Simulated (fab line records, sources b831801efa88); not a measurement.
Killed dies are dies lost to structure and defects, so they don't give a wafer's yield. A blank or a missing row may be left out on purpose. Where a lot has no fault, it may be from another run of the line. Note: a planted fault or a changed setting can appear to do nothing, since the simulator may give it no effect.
Which tool was responsible? :: flow sky130 :: 36 wafers from 12 lots sampled at 5 of the route's 708 steps

## WHAT THE GAUGES READ, wafer by wafer
SKY_NWELL_OVL_MEAS_23.
lot: L527
measured: day 5 14:39
on: overlay-01
NWELL_01_OVL (nm): -0.6 0.4 1.2

lot: L528
measured: day 5 16:28
on: overlay-02
NWELL_01_OVL (nm): 1.9 1.9 0.9

lot: L529
measured: day 6 01:06
on: overlay-01
NWELL_01_OVL (nm): -0.8 -0.8 -0.3

lot: L530
measured: day 6 07:30
on: overlay-02
NWELL_01_OVL (nm): 1.4 0.2 1.7

lot: L531
measured: day 6 13:34
on: overlay-01
NWELL_01_OVL (nm): -0.8 1.0 -2.0

lot: L533
measured: day 7 01:19
on: overlay-02
NWELL_01_OVL (nm): 0.2 2.4 0.0

lot: L535
measured: day 7 16:18
on: overlay-02
NWELL_01_OVL (nm): 0.5 0.5 0.3

lot: L537
measured: day 7 23:11
on: overlay-02
NWELL_01_OVL (nm): 0.7 -1.5 -0.3

lot: L539
measured: day 8 16:21
on: overlay-02
NWELL_01_OVL (nm): -1.0 -1.7 -2.0

lot: L545
measured: day 10 00:35
on: overlay-02
NWELL_01_OVL (nm): -0.1 0.6 1.2

lot: L547
measured: day 10 14:24
on: overlay-01
NWELL_01_OVL (nm): 1.4 -0.9 -2.8

lot: L548
measured: day 10 18:28
on: overlay-01
NWELL_01_OVL (nm): 1.1 1.3 0.5

SKY_NWELL_RS_MEAS_29: measures by four-point-probe.
lot: L527
measured: day 5 15:13
on: film metro-01
NWELL_RS (ohm/sq): 625.0 626.8 625.9

lot: L528
measured: day 5 16:58
on: film metro-02
NWELL_RS (ohm/sq): 624.6 622.4 622.5

lot: L529
measured: day 6 01:37
on: film metro-01
NWELL_RS (ohm/sq): 624.9 624.2 626.2

lot: L530
measured: day 6 08:02
on: film metro-04
NWELL_RS (ohm/sq): 624.3 625.1 625.1

lot: L531
measured: day 6 14:11
on: film metro-04
NWELL_RS (ohm/sq): 625.1 626.9 626.3

lot: L533
measured: day 7 01:49
on: film metro-04
NWELL_RS (ohm/sq): 626.1 626.5 626.4

lot: L535
measured: day 7 16:49
on: film metro-02
NWELL_RS (ohm/sq): 626.6 627.1 626.2

lot: L537
measured: day 7 23:41
on: film metro-02
NWELL_RS (ohm/sq): 626.0 627.6 626.0

lot: L539
measured: day 8 16:53
on: film metro-04
NWELL_RS (ohm/sq): 624.5 623.9 625.0

lot: L545
measured: day 10 01:07
on: film metro-01
NWELL_RS (ohm/sq): 617.9 617.0 618.3 618.0 619.2 617.2

lot: L547
measured: day 10 14:56
on: film metro-04
NWELL_RS (ohm/sq): 623.6 623.6 625.2

lot: L548
measured: day 10 19:00
on: film metro-01
NWELL_RS (ohm/sq): 616.8 616.1 617.1 616.4 615.6 617.8

SKY_VT_ADJUST_NCORE_CD_MEAS_07: target cd 380 nm.
lot: L527
measured: day 8 21:42
on: cd sem-01
cd nm (nm): 382.3 382.5 385.2

lot: L528
measured: day 9 00:14
on: cd sem-01
cd nm (nm): 378.0 379.6 378.9

lot: L529
measured: day 9 10:40
on: cd sem-02
cd nm (nm): 382.7 379.3 380.5

lot: L530
measured: day 9 17:11
on: cd sem-02
cd nm (nm): 380.6 383.5 382.3

lot: L531
measured: day 10 00:43
on: cd sem-01
cd nm (nm): 382.4 380.7 381.3

lot: L533
measured: day 10 15:17
on: cd sem-02
cd nm (nm): 381.7 382.4 383.1

lot: L535
measured: day 11 07:49
on: cd sem-02
cd nm (nm): 380.6 377.7 381.0

lot: L537
measured: day 11 15:47
on: cd sem-01
cd nm (nm): 379.3 379.8 377.3

lot: L539
measured: day 12 11:20
on: cd sem-01
cd nm (nm): 380.8 381.5 381.4

lot: L545
measured: day 14 00:54
on: cd sem-01
cd nm (nm): 380.8 379.5 381.4

lot: L547
measured: day 14 18:07
on: cd sem-01
cd nm (nm): 378.1 377.3 377.2

lot: L548
measured: day 14 23:00
on: cd sem-01
cd nm (nm): 382.5 380.5 383.1

## TOOL THAT RAN EACH LOT (tool first, then ch and the chambers of the sampled wafers, then the start)
lot: L527
SKY_FIELD_ISO_ETCH_15: rie diel-02 ch 0,1, day 2 12:02
SKY_NWELL_IMPLANT_13: implanter-02 ch 0, day 4 20:09

lot: L528
SKY_FIELD_ISO_ETCH_15: rie diel-03 ch 1,2,3, day 2 15:16
SKY_NWELL_IMPLANT_13: implanter-03 ch 0, day 4 22:14

lot: L529
SKY_FIELD_ISO_ETCH_15: rie diel-01 ch 2,3, day 2 20:55
SKY_NWELL_IMPLANT_13: implanter-04 ch 0, day 5 07:13

lot: L530
SKY_FIELD_ISO_ETCH_15: rie diel-02 ch 0,2,3, day 3 01:10
SKY_NWELL_IMPLANT_13: implanter-03 ch 0, day 5 13:29

lot: L531
SKY_FIELD_ISO_ETCH_15: rie diel-01 ch 0,3, day 3 07:25
SKY_NWELL_IMPLANT_13: implanter-02 ch 0, day 5 18:33

lot: L533
SKY_FIELD_ISO_ETCH_15: rie diel-02 ch 0,1,2, day 3 17:25
SKY_NWELL_IMPLANT_13: implanter-03 ch 0, day 6 06:23

lot: L535
SKY_FIELD_ISO_ETCH_15: rie diel-03 ch 1,2, day 4 03:44
SKY_NWELL_IMPLANT_13: implanter-02 ch 0, day 6 19:54

lot: L537
SKY_FIELD_ISO_ETCH_15: rie diel-03 ch 0,2, day 4 12:32
SKY_NWELL_IMPLANT_13: implanter-03 ch 0, day 7 02:21

lot: L539
SKY_FIELD_ISO_ETCH_15: rie diel-03 ch 1,2,3, day 5 02:37
SKY_NWELL_IMPLANT_13: implanter-04 ch 0, day 7 19:56

lot: L545
SKY_FIELD_ISO_ETCH_15: rie diel-01 ch 0,1,2, day 6 06:52
SKY_NWELL_IMPLANT_13: implanter-04 ch 0, day 9 02:45

lot: L547
SKY_FIELD_ISO_ETCH_15: rie diel-02 ch 0,2,3, day 6 18:33
SKY_NWELL_IMPLANT_13: implanter-03 ch 0, day 9 16:17

lot: L548
SKY_FIELD_ISO_ETCH_15: rie diel-03 ch 0,1, day 6 23:57
SKY_NWELL_IMPLANT_13: implanter-04 ch 0, day 9 19:51
- SKY_FIELD_ISO_ETCH_15: etches the open film in CHF3/O2, stops on Si, target depth 180 nm, time 72 s.
- SKY_NWELL_IMPLANT_13

## AS READ BY THE TOOLS THEMSELVES (means over the sampled wafers that have a number; for cases with no such wafer, the mark the record gives instead)
SKY_FIELD_ISO_ETCH_15.
lot: L527
tool: rie diel-02
drypump motor current A (A): 5.4
oes product au (a.u.): 0.934
throttle valve pct (%): 8.845

lot: L528
tool: rie diel-03
drypump motor current A (A): 6.3
oes product au (a.u.): 0.936
throttle valve pct (%): 8.842

lot: L529
tool: rie diel-01
drypump motor current A (A): 5.2
oes product au (a.u.): 0.935
throttle valve pct (%): 8.835

lot: L530
tool: rie diel-02
drypump motor current A (A): 5.5
oes product au (a.u.): 0.948
throttle valve pct (%): 8.840

lot: L531
tool: rie diel-01
drypump motor current A (A): 5.2
oes product au (a.u.): 0.935
throttle valve pct (%): 8.840

lot: L533
tool: rie diel-02
drypump motor current A (A): 5.6
oes product au (a.u.): 0.937
throttle valve pct (%): 8.850

lot: L535
tool: rie diel-03
drypump motor current A (A): 6.4
oes product au (a.u.): 0.942
throttle valve pct (%): 8.837

lot: L537
tool: rie diel-03
drypump motor current A (A): 5.7
oes product au (a.u.): 0.941
throttle valve pct (%): 8.845

lot: L539
tool: rie diel-03
drypump motor current A (A): 6.4
oes product au (a.u.): 0.937
throttle valve pct (%): 8.837

lot: L545
tool: rie diel-01
drypump motor current A (A): 5.7
oes product au (a.u.): 0.945
throttle valve pct (%): 8.841

lot: L547
tool: rie diel-02
drypump motor current A (A): 5.5
oes product au (a.u.): 0.943
throttle valve pct (%): 8.846

lot: L548
tool: rie diel-03
drypump motor current A (A): 6.0
oes product au (a.u.): 0.948
throttle valve pct (%): 8.848

SKY_NWELL_IMPLANT_13.
lot: L527
tool: implanter-02
beam on s (s): 10.09
dose ions cm2: 6.999e+11
faraday current uA: 3.93

lot: L528
tool: implanter-03
beam on s (s): 9.93
dose ions cm2: 7.005e+11
faraday current uA: 3.98

lot: L529
tool: implanter-04
beam on s (s): 9.78
dose ions cm2: 6.994e+11
faraday current uA: 4.04

lot: L530
tool: implanter-03
beam on s (s): 10.01
dose ions cm2: 7.000e+11
faraday current uA: 3.94

lot: L531
tool: implanter-02
beam on s (s): 10.07
dose ions cm2: 6.997e+11
faraday current uA: 3.92

lot: L533
tool: implanter-03
beam on s (s): 10.09
dose ions cm2: 6.997e+11
faraday current uA: 3.90

lot: L535
tool: implanter-02
beam on s (s): 10.10
dose ions cm2: 6.995e+11
faraday current uA: 3.90

lot: L537
tool: implanter-03
beam on s (s): 9.85
dose ions cm2: 6.996e+11
faraday current uA: 4.01

lot: L539
tool: implanter-04
beam on s (s): 9.83
dose ions cm2: 6.984e+11
faraday current uA: 4.02

lot: L545
tool: implanter-04
beam on s (s): 9.99
dose ions cm2: 9.868e+11
faraday current uA: 5.58

lot: L547
tool: implanter-03
beam on s (s): 10.06
dose ions cm2: 7.001e+11
faraday current uA: 3.93

lot: L548
tool: implanter-04
beam on s (s): 9.91
dose ions cm2: 9.863e+11
faraday current uA: 5.62

## THE ANSWER, worked out from the rows above alone
Rule: the usual values come from the lots themselves. The widest of any qualifying gaps counts: lots, ordered by their means at a reading, are off when they make up no more than a third of the lots, leave a main group of 4 or more, and stand apart from it by 3 or more times the standard deviation of that group's means. Not used: any main group whose means are identical at the precision the tables above print for the reading. A lot without any number at a reading at which 4 lots or more have one is off too. All remaining lots with rows at the step are treated as sound. The gauges are gone through in route order, then the tools' own readings, and for those a lot's mean is taken as printed above. At the first step where some lot is off, the reading lying furthest off is the one used; lots without a number count as furthest.
Off: L545, L548, seen at SKY_NWELL_RS_MEAS_29 (NWELL_RS). The main group: mean 625.3 ohm/sq, standard deviation 1.1.
A tool fits if, at a process step before that reading, it ran every lot that is off, and no sound lot after the first of them. The gauges at SKY_NWELL_RS_MEAS_29 aren't tried: what is off there is off at SKY_NWELL_IMPLANT_13 too, on other tools, and a gauge's error can't cause that. One candidate fits, namely implanter-04 at SKY_NWELL_IMPLANT_13. Its last sound lot is L539 (day 7 19:56), its first lot that is off L545 (day 9 02:45): a fault that began between those two fits.
The tool's own readings at SKY_NWELL_IMPLANT_13 bear it out: on the lots that are off they differ by more than 5 times the standard deviation of the sound lots' means. dose ions cm2 reads 9.866e+11 there against 6.997e+11 on the sound lots; faraday current uA reads 5.60 there against 3.96 on the sound lots.

## WHAT HAD BEEN PUT IN BY THE SIMULATOR
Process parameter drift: implanter-04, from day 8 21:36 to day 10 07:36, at SKY_NWELL_IMPLANT_13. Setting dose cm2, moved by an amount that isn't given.
Shown lots that were struck: L545, L548. The rule given above showed the same thing.
